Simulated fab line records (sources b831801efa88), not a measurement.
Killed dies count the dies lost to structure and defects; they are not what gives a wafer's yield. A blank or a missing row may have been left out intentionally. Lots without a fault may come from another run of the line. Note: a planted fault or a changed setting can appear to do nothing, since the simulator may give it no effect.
What tool caused it? ; flow gf180mcu ; 12 lots, 36 wafers sampled, at 5 steps of a route of 602

== WHAT THE GAUGES READ, wafer by wafer ==
GF_HV_LDD_CD_MEAS_19: the cd target is 400 nm. Usual: 393.9 nm for cd nm, sd 2.1.
lot;measured;on;cd nm (nm);flag
L298;day 10 14:34;cd sem-02;393.6 393.3 393.5;
L299;day 10 22:01;cd sem-02;396.5 394.9 397.0;
L301;day 11 15:25;cd sem-02;391.6 392.9 392.0;
L302;day 11 21:34;cd sem-02;398.0 397.0 397.4;
L304;day 12 17:46;cd sem-01;391.3 394.4 394.0;
L307;day 13 14:55;cd sem-01;392.1 393.6 390.6;
L308;day 14 00:52;cd sem-01;391.0 390.1 390.7;
L309;day 14 05:44;cd sem-01;392.9 395.1 392.6;
L310;day 14 12:16;cd sem-01;394.4 392.1 393.4;
L311;day 14 21:25;cd sem-02;394.8 392.2 394.0;
L318;day 17 04:01;cd sem-02;- - -;OFF
L319;day 17 13:40;cd sem-01;- - -;OFF

GF_HV_LDD_TW_MEAS_38. Usual: for HV_LDD_3_TW the level is 1459 and the standard deviation is 15.
lot;measured;on;HV_LDD_3_TW;flag
L298;day 11 10:04;film metro-03;1453 1450 1460;
L299;day 11 17:42;film metro-03;1460 1459 1459;
L301;day 12 11:49;film metro-01;1439 1438 1437;
L302;day 12 18:19;film metro-04;1463 1462 1462;
L304;day 13 13:55;film metro-04;1469 1474 1471;
L307;day 14 12:10;film metro-03;1451 1468 1456;
L308;day 14 22:34;film metro-01;1437 1450 1449;
L309;day 15 02:59;film metro-01;1450 1450 1443;
L310;day 15 08:58;film metro-04;1481 1482 1482;
L311;day 15 19:28;film metro-01;1447 1444 1445;
L318;day 18 04:13;film metro-03;1616 1617 1614 1609 1623 1621;OFF
L319;day 18 14:01;film metro-01;1591 1598 1608 1599 1594 1599;OFF

GF_HV_LDD_TW_MEAS_50. Usual: for HV_LDD_4_TW the level is 576 and the standard deviation is 5.9.
lot;measured;on;HV_LDD_4_TW;flag
L298;day 12 05:01;film metro-04;577 582 579;
L299;day 12 12:51;film metro-03;579 582 581;
L301;day 13 07:52;film metro-01;576 575 567;
L302;day 13 13:46;film metro-03;577 578 579;
L304;day 14 10:49;film metro-04;588 586 589;
L307;day 15 08:01;film metro-04;587 587 585;
L308;day 15 19:52;film metro-01;573 575 572;
L309;day 16 01:10;film metro-01;569 572 572;
L310;day 16 07:10;film metro-01;574 572 574;
L311;day 16 17:50;film metro-01;574 571 573;
L318;day 19 04:46;film metro-01;1102 1105 1105 1098 1100 1101;OFF
L319;day 19 15:04;film metro-01;1099 1101 1096 1095 1101 1106;OFF

GF_NSD_OVL_MEAS_08. Usual: for NSD_OVL the level is 0.3 nm and the standard deviation is 1.3.
lot;measured;on;NSD_OVL (nm);flag
L298;day 13 04:11;overlay-01;0.9 -2.3 -2.8;
L299;day 13 12:36;overlay-02;2.5 -1.2 -0.7;
L301;day 14 07:30;overlay-01;0.6 2.1 -0.2;
L302;day 14 13:09;overlay-02;-1.0 -0.8 1.1;
L304;day 15 11:12;overlay-01;-0.3 0.3 1.0;
L307;day 16 08:48;overlay-01;0.4 1.2 1.0;
L308;day 16 22:29;overlay-01;-1.7 0.9 -0.4;
L309;day 17 03:54;overlay-02;0.2 -0.2 1.4;
L310;day 17 09:50;overlay-01;-0.4 -0.3 0.9;
L311;day 17 20:11;overlay-01;-0.8 -0.2 -0.8;

== WHAT TOOL EACH LOT RAN ON (gives the tool, then ch and the chambers of the sampled wafers, and finally the start) ==
lot;GF_HV_LDD_COAT_14
L298;litho track-04 ch 0, day 10 05:46
L299;litho track-04 ch 0, day 10 12:44
L301;litho track-02 ch 0, day 11 05:49
L302;litho track-03 ch 0, day 11 12:07
L304;litho track-04 ch 0, day 12 07:37
L307;litho track-03 ch 0, day 13 04:58
L308;litho track-02 ch 0, day 13 14:25
L309;litho track-04 ch 0, day 13 19:17
L310;litho track-04 ch 0, day 14 01:55
L311;litho track-03 ch 0, day 14 10:43
L318;litho track-04, day 16 16:31
L319;litho track-04, day 17 01:55
- GF_HV_LDD_COAT_14: resist thk 1000 nm.

== WHAT THE TOOLS THEMSELVES READ (means of the sampled wafers that have a number; where no wafer has one, the mark that the record gives instead) ==
GF_HV_LDD_COAT_14. Usual: chill plate temp C 23.00 C, standard deviation 0.096; dispense pressure kPa 49.3 kPa, standard deviation 1.3.
lot;tool;chill plate temp C (C);dispense pressure kPa (kPa);flag
L298;litho track-04;22.96;49.0;
L299;litho track-04;22.85;49.0;
L301;litho track-02;22.90;47.6;
L302;litho track-03;22.90;51.4;
L304;litho track-04;23.00;49.0;
L307;litho track-03;23.09;51.4;
L308;litho track-02;23.02;47.7;
L309;litho track-04;23.16;49.0;
L310;litho track-04;22.89;49.0;
L311;litho track-03;22.95;51.4;
L318;litho track-04;-;-;OFF
L319;litho track-04;-;-;OFF

== THE ANSWER, worked out from the rows above alone ==
Rule: take the mean of a lot's wafers that have a number; if it is more than 3 standard deviations from the usual mean, the lot is off. A lot without any number at a reading at which 4 lots or more have one is off too. Any other lot the step has rows for is counted as sound. First the gauges in route order, then the tools' own readings, where a lot's mean is used as printed above. At the first step where some lot is off, the reading lying furthest off is the one used; lots without a number count as furthest.
Off: L318, L319, at GF_HV_LDD_CD_MEAS_19 (cd nm). Without a number there: L318, L319.
If a tool, at a process step before that reading, ran all the lots that are off and no sound lot after the first of them, it fits. Not tried: the gauges at GF_HV_LDD_CD_MEAS_19; whatever is off there is also off at GF_HV_LDD_TW_MEAS_38, on other tools, and gauge error can't account for it. One fits: GF_HV_LDD_COAT_14 on litho track-04. Its last sound lot is L310 (day 14 01:55), its first lot that is off L318 (day 16 16:31): a fault that began between those two fits.
Blank at GF_HV_LDD_COAT_14 on the lots that are off, where sound lots have numbers: chill plate temp C, dispense pressure kPa.

== WHAT THE SIMULATOR HAD INSERTED ==
Skipped step whole: litho track-04, from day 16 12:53 on, at GF_HV_LDD_COAT_14. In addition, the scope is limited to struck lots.
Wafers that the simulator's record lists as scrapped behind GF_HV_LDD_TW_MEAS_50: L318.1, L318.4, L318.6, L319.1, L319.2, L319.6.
Struck lots among those shown: L318, L319. The rule above found the same.
